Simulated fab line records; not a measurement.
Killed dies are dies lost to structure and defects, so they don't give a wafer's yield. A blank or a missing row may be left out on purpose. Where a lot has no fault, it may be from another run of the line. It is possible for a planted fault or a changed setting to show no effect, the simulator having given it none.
The tool behind it: which one? ; flow sky130 ; 11 lots, 33 wafers sampled, at 5 steps of a route of 708

== WHAT THE GAUGES READ, wafer by wafer ==
SKY_SD_N_RS_MEAS_17: uses a four-point probe to measure.
lot;measured;on;SD_P_RS (ohm/sq)
L901;day 27 14:56;film-metro-04;146.8 147.4 147.1
L902;day 28 08:54;film-metro-01;147.4 146.7 146.8
L909;day 31 15:31;film-metro-04;150.7 150.9 150.5
L910;day 31 19:46;film-metro-01;150.2 149.9 150.2
L911;day 32 03:12;film-metro-03;149.4 149.6 149.3
L916;day 33 18:30;film-metro-01;147.4 147.2 147.6
L919;day 34 03:44;film-metro-01;147.2 147.4 146.8
L920;day 34 06:13;film-metro-04;146.9 147.2 146.8
L922;day 34 18:33;film-metro-04;147.1 146.8 147.1
L921;day 34 19:12;film-metro-03;146.6 146.5 146.4
L924;day 35 06:19;film-metro-03;147.3 147.1 147.3

== EACH LOT AND THE TOOL THAT RAN IT (in order: tool; ch and the chambers of the sampled wafers; start) ==
lot;SKY_POLY_CUT_ETCH_11;SKY_SD_P_IMPLANT_09;SKY_SD_P_STRIP_10;SKY_RES_XHIGH_STRIP_08
L901;rie-diel-01 ch 0,1,2, day 23 22:01;implanter-04 ch 0, day 25 03:37;plasma-asher-01 ch 0,1, day 25 03:44;plasma-asher-02 ch 0,1, day 26 08:53
L902;rie-diel-02 ch 0,1,2, day 24 16:25;implanter-04 ch 0, day 25 21:23;plasma-asher-03 ch 0,1, day 25 21:31;plasma-asher-04 ch 0,1, day 27 03:21
L909;rie-diel-04 ch 1,3, day 28 03:10;implanter-02 ch 0, day 29 07:09;plasma-asher-02 ch 0,1, day 29 07:18;plasma-asher-02 ch 0,1, day 30 11:23
L910;rie-diel-02 ch 1,2,3, day 28 08:11;implanter-02 ch 0, day 29 11:20;plasma-asher-03 ch 0,1, day 29 11:26;plasma-asher-04 ch 0,1, day 30 15:11
L911;rie-diel-02 ch 1,2,3, day 28 16:43;implanter-02 ch 0, day 29 20:07;plasma-asher-02 ch 0,1, day 29 20:14;plasma-asher-02 ch 0,1, day 30 23:44
L916;rie-diel-01 ch 1,2,3, day 30 08:43;implanter-03 ch 0, day 31 11:46;plasma-asher-03 ch 0,1, day 31 11:55;plasma-asher-04 ch 0,1, day 32 15:07
L919;rie-diel-04 ch 1,2, day 30 16:58;implanter-04 ch 0, day 31 20:17;plasma-asher-03 ch 0,1, day 31 20:24;plasma-asher-04 ch 0,1, day 33 00:06
L920;rie-diel-04 ch 0,1,2, day 30 19:04;implanter-02 ch 0, day 31 22:59;plasma-asher-01 ch 0,1, day 31 23:06;plasma-asher-02 ch 0,1, day 33 02:28
L922;rie-diel-01 ch 1,2,3, day 31 08:33;implanter-03 ch 0, day 32 12:15;plasma-asher-02 ch 0,1, day 32 12:24;plasma-asher-02 ch 0,1, day 33 15:10
L921;rie-diel-02 ch 0,1,2, day 31 09:54;implanter-02 ch 0, day 32 13:36;plasma-asher-01 ch 0,1, day 32 13:44;plasma-asher-04 ch 0,1, day 33 15:47
L924;rie-diel-04 ch 0,3, day 31 21:04;implanter-02 ch 0, day 33 00:47;plasma-asher-03 ch 0,1, day 33 00:56;plasma-asher-02 ch 0,1, day 34 02:52
- SKY_POLY_CUT_ETCH_11: etches Si3N4 in CF4/CH2F2/Ar, stops on poly-Si, time 42.5 s, target depth 60 nm.
- SKY_SD_P_IMPLANT_09
- SKY_SD_P_STRIP_10: strips in O2/N2.
- SKY_RES_XHIGH_STRIP_08: strips in O2/N2.

== THE ANSWER, worked out from the rows above alone ==
Rule: usual is defined by the lots themselves. Put in order of their means at a reading, lots are off if they are a third of the lots or fewer, leave a main group of 4 or more, and stand apart from it by a gap of 3 or more times the standard deviation of the main group's means; of several such gaps the widest counts. The tables above print the reading to a certain number of digits; a main group whose means all agree to those digits is not used. A lot without any number at a reading at which 4 lots or more have one is off too. The other lots that the step has rows for count as sound.
Off: L909, L910, L911, seen at SKY_SD_N_RS_MEAS_17 (SD_P_RS). The main group has a mean of 147.0 ohm/sq with a standard deviation of 0.25.
If a tool, at a process step before that reading, ran all the lots that are off and no sound lot after the first of them, it fits. Gauges at SKY_SD_N_RS_MEAS_17: tried the same way as those tools. Of those tried, none fits.

== WHAT THE SIMULATOR PUT IN ==
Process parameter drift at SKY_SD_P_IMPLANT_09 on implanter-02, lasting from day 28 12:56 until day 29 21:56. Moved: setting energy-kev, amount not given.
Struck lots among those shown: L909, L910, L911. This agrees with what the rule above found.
